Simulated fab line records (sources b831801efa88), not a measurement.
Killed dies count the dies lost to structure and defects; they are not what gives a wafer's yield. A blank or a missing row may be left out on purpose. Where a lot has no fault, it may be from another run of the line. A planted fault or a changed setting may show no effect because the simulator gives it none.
Comparing a struck lot with a sound one :: flow sky130 :: 44 steps out of a route of 708
Sound: the wafers L122.1, L122.2, L122.4. Wafers struck: L134.1, L134.4, L134.6. The cause comes at the end.
For every step that has rows: the tool of each side, followed by ch and its chambers, followed by its first start. Under that, the readings that differ: sound wafers :: struck wafers :: difference of the means :: sigmas: that difference in standard deviations of wafers without a fault.
alike: a reading whose means differ by less than 2 such deviations, as well as words and numbers matching on both sides. not compared: withheld readings; readings where some wafer has no value; bounds like >300 that might hide an equal value; numbers whose values overlap and for which the record gives no deviation.
A row with sigmas, a row that says differs or no value, or rows on one side alone: a step with any of these is where the two part. Non-overlapping numbers with no deviation appear without sigmas and do not part them. Lack of a reading on every wafer of one side parts them only where that side has two or more wafers.

first, 1 step without rows for these wafers: SKY_SONOS_TUNNEL_DEVELOP_06 (develop time 60 s).
SKY_SONOS_TUNNEL_CD_MEAS_07: target cd 410 nm.
  struck on cd_sem-01, day 15 22:27; sound on cd_sem-01, day 11 19:00
  alike: cd_nm
SKY_SONOS_TUNNEL_OVL_MEAS_08:
  struck on overlay-02, day 15 22:34; sound on overlay-01, day 11 19:07
  alike: SONOS_TUNNEL_OVL
then, 3 steps without rows for these wafers: SKY_SONOS_TUNNEL_IMPLANT_09; SKY_SONOS_TUNNEL_WET_ETCH_10 (etches SiO2 in dHF, target depth 14 nm, time 280 s); SKY_SONOS_TUNNEL_STRIP_11 (strips in SPM, time 600 s).
SKY_SONOS_TUNNEL_TW_MEAS_12:
  struck on film_metro-01, day 15 23:02; sound on film_metro-04, day 11 19:35
reading: SONOS_TUNNEL_TW
sound: 199.0 198.1 198.2
struck: 196.2 194.4 195.7
difference: -3.0
sigmas: -2
then, 2 steps without rows for these wafers: SKY_SONOS_TUNNEL_CLEAN_13 (cleans in dHF, time 20 s); SKY_SONOS_ONO_OXIDATION_00 (stabilise 600 s, purge 300 s, target thk 2.6 nm).
SKY_SONOS_ONO_THK_MEAS_01:
  struck on film_metro-02, day 16 00:38; sound on film_metro-04, day 11 23:06
  alike: SONOS_ONO_OXIDATION_THK
then, 1 step without rows for these wafers: SKY_SONOS_ONO_CVD_02 (deposits Si3N4 from DCS/NH3, target thk 10.5 nm, time 180 s).
SKY_SONOS_ONO_THK_MEAS_03:
  struck on film_metro-02, day 16 02:23; sound on film_metro-02, day 12 00:13
  alike: SONOS_ONO_CVD_02_THK
SKY_SONOS_ONO_CVD_04: deposits SiO2 from SiH4/N2O, target thk 5.7199 nm.
  sound on lpcvd-03 ch 0, day 12 00:16; struck on lpcvd-03 ch 0, day 16 02:26
reading: susceptor_temp_C (C)
sound: 899.6 899.8 899.0
struck: 900.1 900.2 900.7
difference: +0.9
sigmas: +3

reading: model.SiO2_of_SONOS_ONO_CVD_04.thk_nm (nm)
sound: 5.811 5.71 5.777
struck: 4.325 4.347 4.354
difference: -1.424
sigmas: 
SKY_SONOS_ONO_THK_MEAS_05:
  struck on film_metro-04, day 16 03:41; sound on film_metro-04, day 12 01:31
reading: SONOS_ONO_CVD_04_THK (nm)
sound: 5.74 5.74 5.82
struck: 4.30 4.36 4.39
difference: -1.42
sigmas: -13
then, 7 steps without rows for these wafers: SKY_SONOS_ONO_DEHYDRATE_06 (time 60 s); SKY_SONOS_ONO_HMDS_07 (prime time 60 s); SKY_SONOS_ONO_COAT_08 (resist thk 1140 nm); SKY_SONOS_ONO_SOFTBAKE_09 (time 60 s); SKY_SONOS_ONO_EXPOSE_10 (exposes mask ONOM, target cd 410 nm); SKY_SONOS_ONO_PEB_11; SKY_SONOS_ONO_DEVELOP_12 (develop time 60 s).
SKY_SONOS_ONO_CD_MEAS_13: target cd 410 nm.
  struck on cd_sem-01, day 17 08:12; sound on cd_sem-02, day 13 01:34
  alike: cd_nm
SKY_SONOS_ONO_OVL_MEAS_14:
  struck on overlay-02, day 17 08:19; sound on overlay-02, day 13 01:41
  alike: SONOS_ONO_OVL
SKY_SONOS_ONO_ETCH_15: etches the open film in CHF3/O2, target depth 19.52 nm, time 7.8 s.
  sound on rie_diel-01 ch 0,2,3, day 13 01:43; struck on rie_diel-01 ch 0,1, day 17 08:22
  alike: bias_w, drypump_motor_current_A, oes_product_au, throttle_valve_pct
  not compared: rf_hours_counter_h
then, 1 step without rows for these wafers: SKY_SONOS_ONO_WET_ETCH_16 (etches SiO2 in dHF, target depth 14 nm, time 280 s).
SKY_SONOS_ONO_STRIP_17: strips in O2/N2.
  sound on plasma_asher-01 ch 0,1, day 13 01:49; struck on plasma_asher-01 ch 0,1, day 17 08:28
  alike: drypump_motor_current_A, oes_product_au, strip_time_to_endpoint_s
  not compared: rf_hours_counter_h
then, 3 steps without rows for these wafers: SKY_SONOS_ONO_WET_ETCH_18 (etches Si3N4 in H3PO4, target depth 15 nm, time 172 s); SKY_GATE_OXIDE_CLEAN_00 (cleans in SC1/SC2, time 150 s); SKY_GATE_OXIDE_OXIDATION_01 (stabilise 600 s, purge 300 s, target thk 10.268 nm).
SKY_GATE_OXIDE_THK_MEAS_02:
  struck on film_metro-02, day 17 14:01; sound on film_metro-02, day 13 03:26
  alike: GATE_OXIDE_OXIDATION_00_THK
then, 7 steps without rows for these wafers: SKY_GATE_OXIDE_DEHYDRATE_03 (time 60 s); SKY_GATE_OXIDE_HMDS_04 (prime time 60 s); SKY_GATE_OXIDE_COAT_05 (resist thk 1140 nm); SKY_GATE_OXIDE_SOFTBAKE_06 (time 60 s); SKY_GATE_OXIDE_EXPOSE_07 (exposes mask LVOM, target cd 600 nm); SKY_GATE_OXIDE_PEB_08; SKY_GATE_OXIDE_DEVELOP_09 (develop time 60 s).
SKY_GATE_OXIDE_OVL_MEAS_10:
  struck on overlay-01, day 18 19:13; sound on overlay-02, day 14 05:31
  alike: GATE_OXIDE_OVL
then, 2 steps without rows for these wafers: SKY_GATE_OXIDE_IMPLANT_11; SKY_GATE_OXIDE_WET_ETCH_12 (etches SiO2 in dHF, target depth 16.8 nm, time 336 s).
SKY_GATE_OXIDE_STRIP_13: strips in O2/N2.
  sound on plasma_asher-04 ch 0,1, day 14 05:49; struck on plasma_asher-01 ch 0,1, day 18 19:31
  alike: drypump_motor_current_A, oes_product_au, strip_time_to_endpoint_s
  not compared: rf_hours_counter_h
SKY_GATE_OXIDE_TW_MEAS_14:
  struck on film_metro-02, day 18 19:37; sound on film_metro-02, day 14 05:55
  alike: GATE_OXIDE_TW
SKY_GATE_OXIDE_CLEAN_15: cleans in SC1/SC2, time 150 s.
  sound on wet_bench-03 ch 0, day 14 05:58; struck on wet_bench-04 ch 3, day 18 19:40
reading: model.SiO2_of_SONOS_ONO_CVD_04.thk_nm (nm)
sound: 4.273 4.173 4.237
struck: 2.818 2.839 2.849
difference: -1.392
sigmas: 
-- record jumps: 30 days separate the struck wafers' starts on either side; left off in module GATE_OXIDE, taken up again in module PAD_OPEN, whose first shown step is the route's number 708 --
SKY_PAD_OPEN_PROBE_99:
  struck on prober-01, day 48 21:35; sound on prober-01, day 45 16:59
reading: model.etest.sonos_uncharged.r_on_ohm_um
sound: 823.2 822.7 813.2
struck: 761.2 766.6 760.3
difference: -57.0
sigmas: 

reading: model.etest.sonos_erased.drive_ua_um
sound: 198.5 186.4 198.1
struck: 265 286.4 259.9
difference: +76
sigmas: 

reading: model.etest.cap_ono.gate_log10_a_cm2
sound: -7.888 -7.858 -7.792
struck: -6.032 -5.948 -5.949
difference: +1.870
sigmas: 

reading: model.etest.cap_ono.gate_bv_v (V)
sound: 16.53 16.07 16.3
struck: 14.92 14.53 14.59
difference: -1.62
sigmas: 

reading: model.etest.cap_ono.tox_acc_nm (nm)
sound: 12.89 12.82 12.79
struck: 11.39 11.29 11.37
difference: -1.48
sigmas: 

reading: model.etest.sonos_programmed.vt_v (V)
sound: 1.46 1.506 1.522
struck: 1.97 1.958 1.909
difference: +0.45
sigmas: 

reading: model.etest.sonos_baked.vt_v (V)
sound: 0.9341 0.9906 0.9942
struck: 1.31 1.251 1.278
difference: +0.31
sigmas: 

reading: model.etest.sonos_erased.vt_v (V)
sound: -2.313 -2.314 -2.34
struck: -2.582 -2.614 -2.586
difference: -0.272
sigmas: 
  alike: killed_at_M0_to_M3, killed_at_M4_up, killed_at_contacts, killed_at_front_end, killed_at_other, killed_dies, killed_open, killed_short

## WHERE THEY PART
Last at SKY_SONOS_ONO_THK_MEAS_05 as far as this record goes, first at SKY_SONOS_TUNNEL_TW_MEAS_12. Later steps at which nothing parts them and some readings are alike: SKY_SONOS_ONO_CD_MEAS_13, SKY_SONOS_ONO_OVL_MEAS_14, SKY_SONOS_ONO_ETCH_15, SKY_SONOS_ONO_STRIP_17, SKY_GATE_OXIDE_THK_MEAS_02, SKY_GATE_OXIDE_OVL_MEAS_10, SKY_GATE_OXIDE_STRIP_13, SKY_GATE_OXIDE_TW_MEAS_14, SKY_PAD_OPEN_PROBE_99.

WHY: the cause the simulator had injected
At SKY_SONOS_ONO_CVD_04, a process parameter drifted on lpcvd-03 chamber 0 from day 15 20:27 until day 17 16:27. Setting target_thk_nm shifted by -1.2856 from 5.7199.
